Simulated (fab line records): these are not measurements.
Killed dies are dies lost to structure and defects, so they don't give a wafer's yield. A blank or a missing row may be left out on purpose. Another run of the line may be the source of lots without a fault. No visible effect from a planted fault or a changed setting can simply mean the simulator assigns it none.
Split-lot trial	flow sfq line	route with 325 steps; 5 lots, 23 wafers read

THE SPLIT
At SFQ_TRILAYER_M1_LITHO_EXPOSE_040 (exposes mask M1, target cd 500 nm), the setting dose mj was moved away from the recipe's 14.4 on 5 of the 23 wafers read, by -4.2% to -2.4%. All remaining wafers had this setting at the recipe value.

FROM THE SPLIT TO THE READING: what the file shows between them, 2 steps
- SFQ_TRILAYER_M1_LITHO_PEB_042: peb time 60 s
- SFQ_TRILAYER_M1_LITHO_DEVELOP_041: time 60 s

THE READING
M1.cd nm (the simulator's own value, which no gauge read), in nm, at SFQ_TRILAYER_M1_BARC_OPEN_METAL_ETCH_054 (etches BARC in O2, target depth 125 nm, time 41.7 s). No usual value for it is given in the file. Here, 18 wafers ran the recipe; their average is 499.7 nm with a standard deviation of 0.83 nm.

wafer	tool, chamber at the split	dose mj as run	against the recipe	M1.cd nm, nm	against lot-mates on the recipe
L074.3	krf scanner-02, 0	14.4	recipe	498.9	-
L074.4	krf scanner-02, 0	14.4	recipe	498.6	-
L074.5	krf scanner-02, 0	14.4	recipe	499.4	-
L078.1	krf scanner-01, 0	13.79	-4.2%	506.5	+7.9
L078.2	krf scanner-01, 0	14.4	recipe	498.5	-
L078.4	krf scanner-01, 0	13.79	-4.2%	505.9	+7.2
L078.5	krf scanner-01, 0	13.79	-4.2%	507.8	+9.2
L078.6	krf scanner-01, 0	14.4	recipe	498.8	-
L079.1	krf scanner-01, 0	14.4	recipe	500.3	-
L079.2	krf scanner-01, 0	14.4	recipe	499	-
L079.3	krf scanner-01, 0	14.4	recipe	500.2	-
L079.4	krf scanner-01, 0	14.06	-2.4%	503.2	+3.4
L079.6	krf scanner-01, 0	14.06	-2.4%	503.7	+3.9
L083.1	krf scanner-01, 0	14.4	recipe	501	-
L083.6	krf scanner-01, 0	14.4	recipe	501	-
L083.2	krf scanner-01, 0	14.4	recipe	499	-
L083.4	krf scanner-01, 0	14.4	recipe	500.7	-
L083.5	krf scanner-01, 0	14.4	recipe	499.5	-
L084.1	krf scanner-01, 0	14.4	recipe	499.7	-
L084.2	krf scanner-01, 0	14.4	recipe	501	-
L084.3	krf scanner-01, 0	14.4	recipe	499.3	-
L084.4	krf scanner-01, 0	14.4	recipe	499.6	-
L084.5	krf scanner-01, 0	14.4	recipe	500.3	-

THE FIT
A straight line over all 23 wafers: M1.cd nm changes by -1.65 nm for each +1% of dose mj; r = -0.95; the points scatter about the line by 0.83 nm.
The same after taking each lot's own level away (the mean of its wafers on the recipe; 23 wafers): -1.85 nm for each +1%; r = -0.97; scatter 0.69 nm.
On that fit, the largest move of dose mj shifts the reading by 7.9 nm.
Across the lots, their own levels run from 498.65 to 500.24 nm, a range of 1.9 times the standard deviation given above.
So the lot-to-lot level changes the slope: the two fits differ.
Check: with one of the wafers moved furthest among these (-4.2%) left out of the fit, the line predicts +7.8 nm for it against its lot-mates. It came out at +7.85 nm against them.

ADDITIONAL SPLITS CARRIED BY THESE WAFERS
Note: prior to the reading, these wafers also went through further splits. Each is held against what the fit with the lots' levels taken away leaves over:
other split on the same wafers	wafers away from the commonest value	r with M1.cd nm (lot level and that fit taken away)
SFQ_TRILAYER_INCOMING_OXIDATION_002 temp c	18	-0.10
SFQ_TRILAYER_L0_LITHO_PEB_008 peb time s	6	-0.09
SFQ_TRILAYER_L0_BARC_OPEN_METAL_ETCH_010 bias w	10	+0.09
SFQ_TRILAYER_L0_VIA_LITHO_PEB_016 peb temp c	7	-0.21
SFQ_TRILAYER_M0_DEP_SPUTTER_019 time s	11	-0.25
SFQ_TRILAYER_M0_LITHO_COAT_021 spin rpm	6	+0.21
SFQ_TRILAYER_M0_LITHO_PEB_024 peb temp c	11	-0.12
SFQ_TRILAYER_I0_VIA_LITHO_COAT_036 resist thk nm	10	-0.12
SFQ_TRILAYER_I0_VIA_LITHO_COAT_031 spin rpm	10	-0.22
SFQ_TRILAYER_I0_VIA_ETCH_VIA_ETCH_034 bias w	7	-0.20

FILE'S OWN FIT
M1.cd nm changes by -1.81 nm for each +1% of dose mj, r = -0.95.
